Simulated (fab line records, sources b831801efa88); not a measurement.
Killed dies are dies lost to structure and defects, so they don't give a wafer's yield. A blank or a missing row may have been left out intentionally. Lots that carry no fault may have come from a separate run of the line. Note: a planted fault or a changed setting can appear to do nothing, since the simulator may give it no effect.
A struck lot beside a sound one | flow sfq_line | 24 steps out of a route of 325
Sound: the wafers L563.1, L563.2, L563.4. Wafers L572.2, L572.4, L572.5 were the ones struck. The cause is named last.
Each step with rows lists, per side, the tool, then ch with its chambers, then its first start. Under that, the readings that differ: sound wafers | struck wafers | difference of the means | sigmas: that difference in standard deviations of wafers without a fault.
alike: readings with means less than 2 such deviations apart, plus words and numbers identical on both sides. not compared: withheld readings, readings lacking a value on some wafer, bounds such as >300 that could conceal the same value, and numbers that have no deviation in the record and whose values overlap.
The two part at a step that has a row with sigmas, a row that says differs or no value, or rows on one side only. When numbers do not overlap yet have no deviation, they are printed without sigmas and do not part them. A reading missing from all wafers of one side parts the sides only when that side holds two or more wafers.

first, 6 steps without rows for these wafers: SFQ_TRILAYER_I0_VIA_LITHO_COAT_036 (resist thk 62 nm); SFQ_TRILAYER_I0_VIA_LITHO_COAT_031 (resist thk 650 nm); SFQ_TRILAYER_I0_VIA_LITHO_SOFTBAKE_035; SFQ_TRILAYER_I0_VIA_LITHO_EXPOSE_032 (exposes mask I0, target cd 500 nm); SFQ_TRILAYER_I0_VIA_LITHO_PEB_034 (peb time 60 s); SFQ_TRILAYER_I0_VIA_LITHO_DEVELOP_033 (time 60 s).
SFQ_I0_OVL_MEAS_908:
  struck on overlay-01, day 19 21:20; sound on overlay-01, day 15 20:35
  alike: I0_OVL
SFQ_TRILAYER_I0_VIA_BARC_OPEN_VIA_ETCH_046: etches BARC in O2, target depth 125 nm, time 41.7 s.
  sound on rie_diel-03 ch 1,2,3, day 15 20:37; struck on rie_diel-03 ch 0,2, day 19 21:22
  alike: drypump_motor_current_A, oes_product_au
  not compared: rf_hours_counter_h
SFQ_TRILAYER_I0_VIA_ETCH_VIA_ETCH_034: etches SiO2 in CHF3, stops on Nb, target depth 260 nm.
  sound on rie_diel-03 ch 1,2,3, day 15 20:40; struck on rie_diel-03 ch 0,2, day 19 21:25
  alike: drypump_motor_current_A, oes_product_au
SFQ_TRILAYER_I0_VIA_STRIP_STRIP_035: strips in O2.
  sound on rie_metal-03 ch 0,1, day 15 20:47; struck on rie_metal-01 ch 1, day 19 21:32
  alike: drypump_motor_current_A, oes_product_au
  not compared: rf_hours_counter_h
then, 2 steps without rows for these wafers: SFQ_TRILAYER_I0_VIA_STRIP_SOLV_CLEAN_036 (cleans in NMP, time 600 s); SFQ_TRILAYER_M1_DEP_PRE_CLEAN_038 (time 22.5 s).
SFQ_TRILAYER_M1_DEP_SPUTTER_037: material Nb, target thk 200 nm, time 133.3 s.
  struck on pvd_sputter-06, day 19 22:20; sound on pvd_sputter-04, day 15 21:36
  no value came back on the struck wafers for base_pressure_pa (Pa), cathode_dc_power_W (W), throttle_valve_pct (%); on the sound wafers base_pressure_pa (Pa) reads 1.26e-06 1.25e-06 1.37e-06
SFQ_M1_RS_MEAS_909: the measuring method here is four-point-probe.
  struck on film_metro-01, day 19 22:26; sound on film_metro-02, day 15 21:41
  reading           | sound             | struck | difference                    | sigmas
  M1_NB_RS (ohm/sq) | 0.887 0.884 0.888 | - - -  | no value on the struck wafers |
then, 6 steps without rows for these wafers: SFQ_TRILAYER_M1_LITHO_COAT_044 (resist thk 62 nm); SFQ_TRILAYER_M1_LITHO_COAT_039 (resist thk 600 nm); SFQ_TRILAYER_M1_LITHO_SOFTBAKE_043; SFQ_TRILAYER_M1_LITHO_EXPOSE_040 (exposes mask M1, target cd 500 nm); SFQ_TRILAYER_M1_LITHO_PEB_042 (peb time 60 s); SFQ_TRILAYER_M1_LITHO_DEVELOP_041 (time 60 s).
-- the record jumps here: 7 days lie between the struck wafers' starts before and after --
SFQ_M1_OVL_MEAS_911:
  struck on overlay-02, day 26 20:04; sound on overlay-02, day 16 00:19
  alike: M1_OVL
SFQ_TRILAYER_M1_BARC_OPEN_METAL_ETCH_054: etches BARC in O2, target depth 125 nm, time 41.7 s.
  sound on rie_metal-01 ch 0,1, day 16 00:21; struck on rie_metal-01 ch 0, day 26 20:07
  alike: drypump_motor_current_A, oes_product_au
  not compared: rf_hours_counter_h
SFQ_TRILAYER_M1_ETCH_METAL_ETCH_042: etches Nb in Cl2/Ar, stops on SiO2, target depth 240 nm, time 120 s.
  sound on rie_metal-01 ch 0,1, day 16 00:25; struck on rie_metal-01 ch 0, day 26 20:16
  reading               | sound             | struck            | difference | sigmas
  oes_product_au (a.u.) | 0.893 0.890 0.895 | 0.380 0.380 0.378 | -0.513     | -74
  alike: drypump_motor_current_A
  not compared: rf_hours_counter_h
SFQ_TRILAYER_M1_STRIP_STRIP_043: strips in O2.
  sound on rie_metal-01 ch 0,1, day 16 00:32; struck on rie_metal-01 ch 0, day 26 20:40
  alike: drypump_motor_current_A, oes_product_au
  not compared: rf_hours_counter_h

## WHERE THEY PART
Last at SFQ_TRILAYER_M1_ETCH_METAL_ETCH_042 as far as this record goes, first at SFQ_TRILAYER_M1_DEP_SPUTTER_037. Later steps at which nothing parts them and some readings are alike: SFQ_TRILAYER_M1_STRIP_STRIP_043.

WHY: what the simulator had put in
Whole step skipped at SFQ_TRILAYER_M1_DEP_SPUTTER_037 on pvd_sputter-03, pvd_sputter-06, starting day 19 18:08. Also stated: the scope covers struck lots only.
